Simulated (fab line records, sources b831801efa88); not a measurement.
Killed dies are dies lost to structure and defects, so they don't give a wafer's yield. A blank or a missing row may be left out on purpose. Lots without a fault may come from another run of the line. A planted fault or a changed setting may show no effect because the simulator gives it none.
A struck lot beside a sound one | flow sky130 | 15 steps out of a route of 708
Sound: wafers L955.4, L955.5, L955.6. Struck: wafers L949.2, L949.3, L949.6. The cause comes at the end.
At each step with rows: each side's tool, then ch and its chambers, then its first start. Under that, the readings that differ: sound wafers | struck wafers | difference of the means | sigmas: that difference in standard deviations of wafers without a fault.
alike: readings whose means differ by less than 2 such deviations, and words and numbers that are the same on both sides. not compared: withheld readings, readings that some wafer has no value for, bounds like >300 that may hide the same value, and numbers for which the record gives no deviation and whose values overlap.
The two part at a step that has a row with sigmas, a row that says differs or no value, or rows on one side only. Numbers that don't overlap but have no deviation are shown without sigmas and don't part them. A reading that every wafer of one side lacks parts them only if that side has two wafers or more.

first, 3 steps without rows for these wafers: SKY_CONTACT_EXPOSE_11 (exposes mask CTM1, target cd 170 nm); SKY_CONTACT_PEB_12; SKY_CONTACT_DEVELOP_13 (develop time 60 s).
SKY_CONTACT_CD_MEAS_14: target cd 170 nm.
  sound on cd_sem-02, day 38 04:06; struck on cd_sem-02, day 36 16:10
  reading    | sound             | struck            | difference | sigmas
  cd_nm (nm) | 170.7 170.5 170.3 | 173.0 174.2 172.9 | +2.9       | +2
SKY_CONTACT_OVL_MEAS_15:
  sound on overlay-02, day 38 04:11; struck on overlay-01, day 36 16:16
  alike: CONTACT_OVL
SKY_CONTACT_ETCH_16: etches BARC in N2/H2, stops on SiO2, time 45.9 s, target depth 60 nm.
  sound on rie_diel-02 ch 0,1,2, day 38 04:12; struck on rie_diel-02 ch 0,1,3, day 36 16:18
  alike: bias_w, chamber_pressure_mTorr, drypump_motor_current_A, oes_product_au, rf_fwd_power_W, throttle_valve_pct
  not compared: rf_hours_counter_h
SKY_CONTACT_ETCH_17: etches SiO2 in C4F8/O2/Ar, stops on Si3N4, target depth 340 nm.
  sound on rie_diel-02 ch 0,1,2, day 38 04:14; struck on rie_diel-02 ch 0,1,3, day 36 16:20
  alike: bias_w, chamber_pressure_mTorr, oes_product_au, rf_fwd_power_W
SKY_CONTACT_ETCH_18: etches Si3N4 in CHF3/O2, stops on TiN, time 39 s, target depth 75 nm.
  sound on rie_diel-02 ch 0,1,2; struck on rie_diel-02 ch 0,1,3
  alike: bias_w, chamber_pressure_mTorr, drypump_motor_current_A, oes_product_au, rf_fwd_power_W, throttle_valve_pct
  not compared: rf_hours_counter_h
SKY_CONTACT_STRIP_19: strips in O2/N2.
  sound on plasma_asher-02 ch 0,1, day 38 04:22; struck on plasma_asher-02 ch 1, day 36 16:26
  alike: chamber_pressure_mTorr, drypump_motor_current_A, oes_product_au, strip_time_to_endpoint_s
  not compared: rf_hours_counter_h
then, 3 steps without rows for these wafers: SKY_CONTACT_STRIP_20 (strips in post etch residue remover, time 1200 s); SKY_CONTACT_CLEAN_21 (cleans in IPA, time 180 s); SKY_CONTACT_CLEAN_22 (cleans in O3/DIW).
SKY_CONTACT_SPUTTER_23: material TiN, target thk 20 nm, time 80 s.
  sound on pvd_sputter-04, day 38 04:59; struck on pvd_sputter-01, day 36 17:02
  no value came back on the struck wafers for cathode_dc_power_W (W), chamber_pressure_pa (Pa), throttle_valve_pct (%); on the sound wafers cathode_dc_power_W (W) reads 3999.9 3999.7 4000.8
SKY_CONTACT_CVD_24: deposits W, target thk 340 nm, time 102.12 s.
  sound on cvd_w-02 ch 0,1, day 38 05:04; struck on cvd_w-02 ch 0,1, day 36 17:05
  alike: heater_power_outer_w, heater_power_w
-- the record jumps here: 13 days lie between the struck wafers' starts before and after (it left off in module CONTACT and takes up again in module PAD_OPEN, whose first step shown is number 708 of the route) --
SKY_PAD_OPEN_PROBE_99:
  sound on prober-01, day 50 13:49; struck on prober-02, day 49 14:02
  reading            | sound     | struck      | difference | sigmas
  killed_at_contacts | 26 24 31  | 429 423 429 | +400       | +71
  killed_dies        | 102 75 93 | 492 492 492 | +402       | +42
  killed_on_rim      | 21 15 13  | 96 96 96    | +80        | +21
  alike: killed_at_M0_to_M3, killed_at_M4_up, killed_at_front_end, killed_at_other, killed_open, killed_short

WHERE THEY PART
First at SKY_CONTACT_CD_MEAS_14; last, within this record, at SKY_PAD_OPEN_PROBE_99.

WHY: what the simulator had put in
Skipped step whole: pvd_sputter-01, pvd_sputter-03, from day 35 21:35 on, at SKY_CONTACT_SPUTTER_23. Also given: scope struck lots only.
